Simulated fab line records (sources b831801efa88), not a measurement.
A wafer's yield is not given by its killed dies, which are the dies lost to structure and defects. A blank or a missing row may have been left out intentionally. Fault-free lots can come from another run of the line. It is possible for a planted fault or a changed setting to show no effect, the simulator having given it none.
A lot that was struck, set against a sound lot -- flow sky130 -- 15 out of 708 route steps
Sound: these wafers, L388.3, L388.5, L388.6. Wafers struck: L379.1, L379.2, L379.6. Last of all comes the cause.
Per side, at each step with rows, come the tool, then ch with its chambers, and then its first start. Under that, the readings that differ: sound wafers -- struck wafers -- difference of the means -- sigmas: that difference in standard deviations of wafers without a fault.
alike: readings with means less than 2 such deviations apart, plus words and numbers identical on both sides. not compared: withheld readings, readings lacking a value on some wafer, bounds such as >300 that could conceal the same value, and numbers that have no deviation in the record and whose values overlap.
A row with sigmas, a row that says differs or no value, or rows on one side alone: a step with any of these is where the two part. When numbers do not overlap yet have no deviation, they are printed without sigmas and do not part them. A reading missing from all wafers of one side parts the sides only when that side holds two or more wafers.

first, 8 steps without rows for these wafers: SKY_LOCAL_INTERCONNECT_DEHYDRATE_03 (time 60 s); SKY_LOCAL_INTERCONNECT_HMDS_04 (prime time 60 s); SKY_LOCAL_INTERCONNECT_COAT_05 (resist thk 60 nm); SKY_LOCAL_INTERCONNECT_COAT_06 (resist thk 450 nm); SKY_LOCAL_INTERCONNECT_SOFTBAKE_07 (time 90 s); SKY_LOCAL_INTERCONNECT_EXPOSE_08 (exposes mask LI1M, target cd 170 nm); SKY_LOCAL_INTERCONNECT_PEB_09; SKY_LOCAL_INTERCONNECT_DEVELOP_10 (develop time 60 s).
SKY_LOCAL_INTERCONNECT_CD_MEAS_11: target cd 170 nm.
  sound on cd-sem-01 at day 35 10:07; struck on cd-sem-02 at day 32 09:34
  alike: cd-nm
SKY_LOCAL_INTERCONNECT_OVL_MEAS_12:
  sound on overlay-01 at day 35 10:12; struck on overlay-01 at day 32 09:41
  alike: LOCAL_INTERCONNECT_OVL
SKY_LOCAL_INTERCONNECT_ETCH_13: etches BARC in N2/H2, stops on SiO2, time 45.9 s, target depth 60 nm.
  sound on rie-metal-01 ch 0,1, day 35 10:15; struck on rie-metal-01 ch 1, day 32 09:43
  alike: drypump-motor-current-A, oes-product-au, throttle-valve-pct
  not compared: rf-hours-counter-h
SKY_LOCAL_INTERCONNECT_METAL_ETCH_14: etches TiN in Cl2/BCl3, stops on PSG, target depth 110 nm, time 31.4 s.
  sound on rie-metal-01 ch 0,1, day 35 10:18; struck on rie-metal-01 ch 1, day 32 09:50
  alike: drypump-motor-current-A, oes-product-au, throttle-valve-pct
  not compared: rf-hours-counter-h
SKY_LOCAL_INTERCONNECT_STRIP_15: strips in O2/N2.
  sound on plasma-asher-02 ch 0,1, day 35 10:22; struck on plasma-asher-03 ch 0,1, day 32 09:57
  no value came back on the struck wafers for chamber-pressure-mTorr (mTorr), drypump-motor-current-A (A), oes-product-au (a.u.), strip-time-to-endpoint-s (s); on the sound wafers chamber-pressure-mTorr (mTorr) reads 1498.9 1501.1 1500.5
reading,sound,struck,difference,sigmas
model.KrF-thick_of_LOCAL_INTERCONNECT_COAT_06.thk-nm (nm),0 0 0,349.1 348.7 349.2,+349.0,
  not compared: rf-hours-counter-h
then, 1 step without rows for these wafers: SKY_LOCAL_INTERCONNECT_STRIP_16 (strips in post etch residue remover, time 1200 s).
-- the record jumps here: 15 days lie between the struck wafers' starts before and after (it left off in module LOCAL_INTERCONNECT and takes up again in module PAD_OPEN, whose first step shown is number 708 of the route) --
SKY_PAD_OPEN_PROBE_99:
  record: rows for the struck wafers here (prober-02, day 47 08:05), none for the sound ones

== WHERE THEY PART ==
First at SKY_LOCAL_INTERCONNECT_STRIP_15; last, within this record, at SKY_PAD_OPEN_PROBE_99.

WHY: whatever the simulator had introduced
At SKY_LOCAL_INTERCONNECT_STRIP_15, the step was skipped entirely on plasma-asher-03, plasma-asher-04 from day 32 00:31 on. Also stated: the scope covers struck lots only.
